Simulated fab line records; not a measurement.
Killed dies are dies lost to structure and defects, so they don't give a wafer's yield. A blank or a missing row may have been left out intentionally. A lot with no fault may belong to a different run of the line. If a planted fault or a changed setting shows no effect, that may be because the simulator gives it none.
fab line records ; flow sky130 ; part 2 of 2: steps 25 to 33 of 33
[record] lots = 5; wafers = 15; lastDay = 50
route steps=708 shown VIA1@470 METAL2@483
lots that met no fault: taken from a fault-free run of the same line
startH: hours from the record's opening day to when the first of the lot's shown wafers began ; waitH: hours since the lot's step before ; " repeats the value in the row above ; L1.1+2: several wafers, shown together as one row ; - either no value or no given start ; * or withheld: withheld ; < > ~ a bound
route shown NAME@n: a module of which the file shows steps, and the number in the route of the first ; usual: the fault-free wafers' mean and standard deviation ; same: alike in all rows ; chamber/n: place in a boat ; sites: each site's reading ; _std_site: their standard deviation ; _edge_site: mean of outer sites minus mean of inner sites ; radiusMm: how far each site lies from the wafer's centre ; mask NAME#n: copy n ; behind: the most recent tool/chamber to have shaped the wafer ; hold: cause of the lot's hold/its duration in hours/its outcome ; device: the transistor (n, p or np) that didn't switch ; end of line: tests run on the same wafers once the route is complete ; a step without rows: its recipe alone ; killed: not the wafer's yield, but the dies lost to structure and defects at the first sort ; map: the dies of a wafer, with x for killed, . for not killed, _ for no die there
set.NAME: the setting as run; set.NAME@STEP: as run at that earlier step ; model.NAME: the simulator's own value behind a step, which no gauge read
a table for each step, a row for each wafer; lots at some steps of the route
services: the hour from which a tool's chamber was out of use, counted from the record's first day as startH (under 0 if before that day), plus the number of hours and why
[[steps]]
[step SKY_METAL2_SOFTBAKE_11]
[recipe] tempC = 100; timeS = 90; resist = KrF-thick
[usual] exhaustPa = 45.0/1
lot.wafer;tool;chamber;startH;waitH;exhaustPa
L074.4;lithoTrack-01;0;-;-;44.2
L074.5;lithoTrack-01;0;-;-;44.3
L074.6;lithoTrack-01;0;-;-;43.9
L083.1;lithoTrack-04;0;-;-;45.6
L083.3;lithoTrack-04;0;-;-;45.4
L083.6;lithoTrack-04;0;-;-;45.9
L086.1;lithoTrack-04;0;-;-;45.4
L086.2;lithoTrack-04;0;-;-;47.0
L086.6;lithoTrack-04;0;-;-;45.4
L088.1;lithoTrack-01;0;-;-;44.1
L088.4;lithoTrack-01;0;-;-;44.4
L088.5;lithoTrack-01;0;-;-;45.4
L097.1;lithoTrack-04;0;-;-;45.2
L097.4;lithoTrack-04;0;-;-;45.0
L097.5;lithoTrack-04;0;-;-;44.3
[step SKY_METAL2_EXPOSE_12]
[recipe] maskId = MM2; na = 0.8; sourceShape = annular; sigmaInner = 0.55; sigmaOuter = 0.85; targetCdNm = 140; doseMj = 28
lot.wafer;tool;chamber;startH;waitH;mask
L074.4+5+6;krfScanner-01;0;-;-;MM2#0
L083.1+3+6;krfScanner-02;0;-;-;MM2#0
L086.1+2+6;krfScanner-01;0;-;-;MM2#0
L088.1+4+5;krfScanner-02;0;-;-;MM2#0
L097.1+4+5;krfScanner-01;0;-;-;MM2#0
[step SKY_METAL2_PEB_13]
[recipe] pebTempC = withheld; pebTimeS = withheld; resist = KrF-thick
[usual] exhaustPa = 45.2/0.8
lot.wafer;tool;chamber;startH;waitH;exhaustPa
L074.4;lithoTrack-03;0;-;-;45.4
L074.5;lithoTrack-03;0;-;-;46.3
L074.6;lithoTrack-03;0;-;-;46.2
L083.1;lithoTrack-03;0;-;-;45.2
L083.3;lithoTrack-03;0;-;-;44.6
L083.6;lithoTrack-03;0;-;-;46.1
L086.1;lithoTrack-01;0;-;-;46.6
L086.2;lithoTrack-01;0;-;-;44.7
L086.6;lithoTrack-01;0;-;-;46.2
L088.1;lithoTrack-04;0;-;-;45.0
L088.4;lithoTrack-04;0;-;-;45.0
L088.5;lithoTrack-04;0;-;-;44.4
L097.1;lithoTrack-03;0;-;-;46.0
L097.4;lithoTrack-03;0;-;-;46.2
L097.5;lithoTrack-03;0;-;-;45.1
[step SKY_METAL2_DEVELOP_14]
[recipe] developTimeS = 60; resist = KrF-thick; devTempC = 21
[usual] exhaustPa = 45.1/0.91
lot.wafer;tool;chamber;startH;waitH;exhaustPa
L074.4;lithoTrack-03;0;-;-;46.6
L074.5;lithoTrack-03;0;-;-;47.2
L074.6;lithoTrack-03;0;-;-;46.8
L083.1;lithoTrack-03;0;-;-;45.7
L083.3;lithoTrack-03;0;-;-;45.1
L083.6;lithoTrack-03;0;-;-;45.1
L086.1;lithoTrack-01;0;-;-;44.3
L086.2;lithoTrack-01;0;-;-;43.5
L086.6;lithoTrack-01;0;-;-;44.7
L088.1;lithoTrack-04;0;-;-;44.3
L088.4;lithoTrack-04;0;-;-;44.9
L088.5;lithoTrack-04;0;-;-;45.8
L097.1;lithoTrack-03;0;-;-;45.2
L097.4;lithoTrack-03;0;-;-;46.0
L097.5;lithoTrack-03;0;-;-;44.2
[step SKY_METAL2_CD_MEAS_15]
[recipe] targetCdNm = 140
[usual] cdNm = 140.4/1.6
lot.wafer;tool;chamber;startH;waitH;cdNm
L074.4;cdSem-02;-;835.75;-;139.1
L074.5;cdSem-02;-;835.75;-;140.0
L074.6;cdSem-02;-;835.75;-;141.1
L083.1;cdSem-02;-;904.99;-;141.3
L083.3;cdSem-02;-;904.99;-;141.8
L083.6;cdSem-02;-;904.99;-;140.0
L086.1;cdSem-01;-;914.57;-;143.1
L086.2;cdSem-01;-;914.57;-;142.6
L086.6;cdSem-01;-;914.57;-;142.5
L088.1;cdSem-02;-;936.51;-;139.7
L088.4;cdSem-02;-;936.51;-;139.2
L088.5;cdSem-02;-;936.51;-;140.5
L097.1;cdSem-02;-;979.14;-;141.7
L097.4;cdSem-02;-;979.14;-;141.8
L097.5;cdSem-02;-;979.14;-;142.0
[step SKY_METAL2_OVL_MEAS_16]
[usual] METAL2_OVL = 4/3.9
lot.wafer;tool;chamber;startH;waitH;METAL2_OVL[nm]
L074.4;overlay-02;-;835.83;0.1;4
L074.5;overlay-02;-;835.83;0.1;10
L074.6;overlay-02;-;835.83;0.1;10
L083.1;overlay-01;-;905.11;0.1;5
L083.3;overlay-01;-;905.11;0.1;10
L083.6;overlay-01;-;905.11;0.1;6
L086.1;overlay-01;-;914.69;0.1;3
L086.2;overlay-01;-;914.69;0.1;6
L086.6;overlay-01;-;914.69;0.1;3
L088.1;overlay-01;-;936.63;0.1;7
L088.4;overlay-01;-;936.63;0.1;10
L088.5;overlay-01;-;936.63;0.1;0
L097.1;overlay-02;-;979.26;0.1;6
L097.4;overlay-02;-;979.26;0.1;2
L097.5;overlay-02;-;979.26;0.1;9
[step SKY_METAL2_DESCUM_17]
[recipe] chemistry = O2; sourcePowerW = 150; biasPowerW = 0; pressureMtorr = 10; tempC = 40; timeS = 8
[usual] drypumpMotorCurrentA = 5.9/0.58; oesProductAu = 0.994/0.0078
[same] biasPowerW = 0
lot.wafer;tool;chamber;startH;waitH;drypumpMotorCurrentA;oesProductAu;rfHoursCounterH
L074.4;rieMetal-04;1;835.86;0.0;5.4;1.001;-
L074.5;rieMetal-04;1;835.86;0.0;5.4;1.000;-
L074.6;rieMetal-04;0;835.86;0.0;6.5;0.990;-
L083.1;rieMetal-01;1;905.15;0.0;6.2;1.007;11
L083.3;rieMetal-01;1;905.15;0.0;6.1;0.998;-
L083.6;rieMetal-01;1;905.15;0.0;6.2;1.007;-
L086.1;rieMetal-03;1;914.73;0.0;5.1;1.000;15
L086.2;rieMetal-03;0;914.73;0.0;6.5;0.986;8
L086.6;rieMetal-03;1;914.73;0.0;5.1;0.987;-
L088.1;rieMetal-04;1;936.67;0.0;5.4;0.991;11
L088.4;rieMetal-04;0;936.67;0.0;6.6;0.987;-
L088.5;rieMetal-04;1;936.67;0.0;5.4;0.994;-
L097.1;rieMetal-01;1;979.30;0.0;6.2;0.997;14
L097.4;rieMetal-01;0;979.30;0.0;5.9;0.986;-
L097.5;rieMetal-01;0;979.30;0.0;6.0;0.980;-
[step SKY_METAL2_ETCH_18]
[recipe] chemistry = N2/H2; target = BARC; ionEnergyEv = 200; biasW = 100; pressureMtorr = 30; n2FlowSccm = 100; h2FlowSccm = 200; icpW = 500; stopOn = SiO2; timeS = 45.9; targetDepthA = 600
[usual] drypumpMotorCurrentA = 5.9/0.58; oesProductAu = 0.855/0.0045; throttleValvePct = 13.226/0.0094
lot.wafer;tool;chamber;startH;waitH;drypumpMotorCurrentA;oesProductAu;rfHoursCounterH;throttleValvePct
L074.4;rieMetal-04;1;835.90;0.0;5.4;0.862;-;13.250
L074.5;rieMetal-04;1;835.90;0.0;5.4;0.856;-;13.234
L074.6;rieMetal-04;0;835.90;0.0;6.6;0.849;-;13.225
L083.1;rieMetal-01;1;905.18;0.0;6.2;0.856;11;13.236
L083.3;rieMetal-01;1;905.18;0.0;6.2;0.868;-;13.228
L083.6;rieMetal-01;1;905.18;0.0;6.2;0.859;-;13.230
L086.1;rieMetal-03;1;914.76;0.0;5.1;0.853;15;13.229
L086.2;rieMetal-03;0;914.76;0.0;6.4;0.854;8;13.211
L086.6;rieMetal-03;1;914.76;0.0;5.2;0.861;-;13.211
L088.1;rieMetal-04;1;936.70;0.0;5.4;0.851;11;13.228
L088.4;rieMetal-04;0;936.70;0.0;6.6;0.856;-;13.225
L088.5;rieMetal-04;1;936.70;0.0;5.4;0.858;-;13.223
L097.1;rieMetal-01;1;979.33;0.0;6.2;0.858;14;13.244
L097.4;rieMetal-01;0;979.33;0.0;5.9;0.857;-;13.213
L097.5;rieMetal-01;0;979.33;0.0;6.0;0.855;-;13.208
[step SKY_METAL2_METAL_ETCH_19]
[recipe] targetDepthA = 3600; stopOn = SiO2; overEtchFrac = 0.3; timeS = 78; chemistry = Cl2/BCl3; resistSidewallDeg = 88; pressureMtorr = 10; icpW = 900; biasW = 48.5; Cl2_flow_sccm = 60; bcl3FlowSccm = 30
[usual] bcl3FlowSccm = 29.98/0.089; drypumpMotorCurrentA = 5.9/0.58; oesProductAu = 0.856/0.006; throttleValvePct = 22.265/0.0088
lot.wafer;tool;chamber;startH;waitH;bcl3FlowSccm;drypumpMotorCurrentA;oesProductAu;rfHoursCounterH;throttleValvePct
L074.4;rieMetal-04;1;835.97;0.1;29.95;5.4;0.856;-;22.273
L074.5;rieMetal-04;1;835.97;0.1;30.05;5.4;0.865;-;22.266
L074.6;rieMetal-04;0;835.97;0.1;30.14;6.6;0.859;-;22.260
L083.1;rieMetal-01;1;905.24;0.0;29.87;6.2;0.860;11;22.264
L083.3;rieMetal-01;1;905.24;0.0;29.93;6.2;0.848;-;22.272
L083.6;rieMetal-01;1;905.24;0.0;29.98;6.2;0.860;-;22.259
L086.1;rieMetal-03;1;914.82;0.0;30.02;5.1;0.863;15;22.269
L086.2;rieMetal-03;0;914.82;0.0;29.99;6.4;0.855;8;22.268
L086.6;rieMetal-03;1;914.82;0.0;29.88;5.1;0.846;-;22.268
L088.1;rieMetal-04;1;936.76;0.0;29.98;5.4;0.845;11;22.275
L088.4;rieMetal-04;0;936.76;0.0;29.89;6.5;0.850;-;22.266
L088.5;rieMetal-04;1;936.76;0.0;30.08;5.4;0.864;-;22.267
L097.1;rieMetal-01;1;979.40;0.0;29.88;6.2;0.861;14;22.267
L097.4;rieMetal-01;0;979.40;0.0;30.01;5.9;0.862;-;22.278
L097.5;rieMetal-01;0;979.40;0.0;30.07;5.9;0.852;-;22.257
[[services]]
tool;chamber;startH;hours;kind
pvdSputter-01;-;786.95;2.5;repair
pvdSputter-03;-;787.78;8.4;repair
rieDiel-01;2;788.28;7.8;repair
rieDiel-02;3;792.01;9.5;repair
cvdW-01;0;793.91;14.8;repair
rieDiel-02;0;794.33;16.4;repair
pvdSputter-03;-;811.49;1.1;repair
wetBench-04;-;811.67;2.7;repair
rieMetal-01;-;814.09;0.9;repair
wetBench-03;-;826.13;3.1;repair
pvdSputter-03;-;833.76;3.3;repair
pvdSputter-02;-;838.35;2.4;repair
cvdW-01;-;840.43;0.6;repair
rieMetal-04;-;843.76;1.0;repair
rieMetal-01;1;848.96;3.0;repair
pvdSputter-02;-;855.48;1.1;repair
rieMetal-01;-;868.67;0.7;repair
rieDiel-02;2;904.48;11.3;repair
pvdSputter-03;-;918.34;54.1;repair
rieDiel-02;-;926.95;0.2;repair
rieMetal-01;-;944.58;14.6;pm
rieDiel-02;2;952.19;10.8;repair
rieDiel-02;0;963.33;1.2;repair
pvdSputter-01;-;970.62;4.4;repair
